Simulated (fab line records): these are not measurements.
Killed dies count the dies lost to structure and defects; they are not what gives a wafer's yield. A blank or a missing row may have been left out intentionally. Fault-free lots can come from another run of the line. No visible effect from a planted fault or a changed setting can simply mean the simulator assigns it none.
A struck lot beside a sound one	flow sky130	16 out of 708 route steps
Sound: the wafers L428.1, L428.2, L428.6. Wafers L422.4, L422.5, L422.6 were the ones struck. The cause is given at the end.
At each step with rows: each side's tool, then ch and its chambers, then its first start. Under that, the readings that differ: sound wafers	struck wafers	difference of the means	sigmas: that difference in standard deviations of wafers without a fault.
alike: readings with means less than 2 such deviations apart, plus words and numbers identical on both sides. not compared: withheld readings, readings lacking a value on some wafer, bounds such as >300 that could conceal the same value, and numbers that have no deviation in the record and whose values overlap.
Wherever a step has rows on one side only, a row that says differs or no value, or a row with sigmas, the two part there. Numbers that have no deviation but don't overlap get no sigmas and don't part them. A reading that every wafer of one side lacks parts them only if that side has two wafers or more.

first, 5 steps without rows for these wafers: SKY_POLY_GATE_COAT_08 (resist thk 450 nm); SKY_POLY_GATE_SOFTBAKE_09 (time 90 s); SKY_POLY_GATE_EXPOSE_10 (exposes mask P1M, target cd 150 nm); SKY_POLY_GATE_PEB_11; SKY_POLY_GATE_DEVELOP_12 (develop time 60 s).
SKY_POLY_GATE_CD_MEAS_13 targets a cd of 150 nm.
  sound on cd sem-01 at day 23 10:11; struck on cd sem-02 at day 22 04:38
  alike: cd nm
SKY_POLY_GATE_OVL_MEAS_14:
  sound on overlay-02 at day 23 10:19; struck on overlay-01 at day 22 04:43
  alike: POLY_GATE_OVL
SKY_POLY_GATE_ETCH_15: etches BARC in N2/H2, stops on SiO2, time 118.5 s, target depth 110 nm.
  sound on rie diel-02 ch 1,2,3, day 23 10:20; struck on rie diel-03 ch 0,2,3, day 22 04:44
  alike: drypump motor current A, oes product au, throttle valve pct
  not compared: rf hours counter h
SKY_POLY_GATE_ETCH_16: etches Si3N4 in CH3F/O2, stops on poly-Si, time 147.5 s, target depth 75 nm.
  sound on rie diel-02 ch 1,2,3, day 23 10:26; struck on rie diel-03 ch 0,2,3, day 22 04:49
  alike: O2_flow_sccm, drypump motor current A, oes product au, throttle valve pct
  not compared: rf hours counter h
SKY_POLY_GATE_ETCH_17: etches poly-Si in HBr/Cl2, stops on SiO2, target depth 180 nm, time 70.5 s.
  sound on rie si-01 ch 1,2, day 23 10:32; struck on rie si-01 ch 0,1, day 22 04:55
  alike: drypump motor current A, oes product au, throttle valve pct
  not compared: rf hours counter h
SKY_POLY_GATE_STRIP_18: strips in O2/N2.
  sound on plasma asher-04 ch 0,1, day 23 10:35; struck on plasma asher-03 ch 0,1, day 22 05:00
  alike: drypump motor current A, oes product au, strip time to endpoint s
  not compared: rf hours counter h
then, 1 step without rows for these wafers: SKY_POLY_GATE_CLEAN_19 (cleans in SC1/SC2, time 150 s).
SKY_POLY_GATE_OXIDATION_20: stabilise 600 s, purge 300 s, target thk 4 nm.
  sound on furnace-02 ch 0, day 23 11:26; struck on furnace-01 ch 0, day 22 05:07
reading	sound	struck	difference	sigmas
spike tc bottom C (C)	870.9 870.8 872.8	902.6 901.2 901.1	+30.1	+27
spike tc centre C (C)	849.5 850.8 851.7	881.7 880.0 881.0	+30.2	+33
spike tc lower C (C)	851.5 852.3 851.3	883.7 882.3 882.0	+31.0	+32
spike tc top C (C)	863.6 862.7 863.1	891.9 890.9 893.7	+29.0	+21
spike tc upper C (C)	850.5 850.1 849.5	879.5 879.6 880.0	+29.7	+30
zone power top pct (%)	27.7 27.7 28.3	30.1 30.4 30.8	+2.5	+4
model.SiO2_of_POLY_GATE_OXIDATION_20.thk nm (nm)	4.024 3.931 4.02	5.836 5.913 5.89	+1.888	
  alike: zone power centre pct
SKY_POLY_GATE_THK_MEAS_21:
  sound on film metro-02 at day 23 12:41; struck on film metro-02 at day 22 06:23
reading	sound	struck	difference	sigmas
POLY_GATE_OXIDATION_THK (nm)	4.07 3.87 4.05	5.84 5.91 5.90	+1.89	+27
SKY_POLY_GATE_CD_MEAS_22:
  sound on cd sem-01 at day 23 12:45; struck on cd sem-02 at day 22 06:31
  alike: cd nm
-- the record jumps here: 27 days lie between the struck wafers' starts before and after (it left off in module POLY_GATE and takes up again in module PAD_OPEN, whose first step shown is number 708 of the route) --
SKY_PAD_OPEN_PROBE_99:
  sound on prober-02 at day 50 05:51; struck on prober-02 at day 49 11:19
reading	sound	struck	difference	sigmas
killed dies	80 83 80	102 99 100	+19	+2
killed open	42 45 41	68 46 56	+14	+2
model.etest.tip sonos.rs ohm sq	2633 2605 2623	3045 3080 3072	+445	
model.etest.tip p.rs ohm sq	6712 6735 6731	7168 7191 7130	+437	
model.etest.pfet_01v8.r on ohm um	2844 2828 2826	3026 2993 3038	+186	
model.etest.res pdiff.line ohm um	1357 1349 1371	1414 1455 1444	+79	
model.etest.tip n.rs ohm sq	445.7 446.1 440.6	478.6 481.7 477.1	+35.0	
model.etest.res ndiff.line ohm um	758.3 755.6 773	793.4 812.2 811.4	+43.4	
model.etest.res pdiff.rs ohm sq	197.1 196.2 196.7	205 206.5 205.8	+9	
model.etest.pfet_01v8.drive ua um	194.8 198.6 199.1	182 185.2 183.9	-14	
  alike: killed_at_M0_to_M3, killed_at_M4_up, killed at contacts, killed at front end, killed at other, killed short

WHERE THEY PART
Last at SKY_PAD_OPEN_PROBE_99 as far as this record goes, first at SKY_POLY_GATE_OXIDATION_20.

WHY: whatever the simulator had introduced
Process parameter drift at SKY_POLY_GATE_OXIDATION_20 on furnace-01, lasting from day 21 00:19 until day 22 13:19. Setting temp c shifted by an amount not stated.
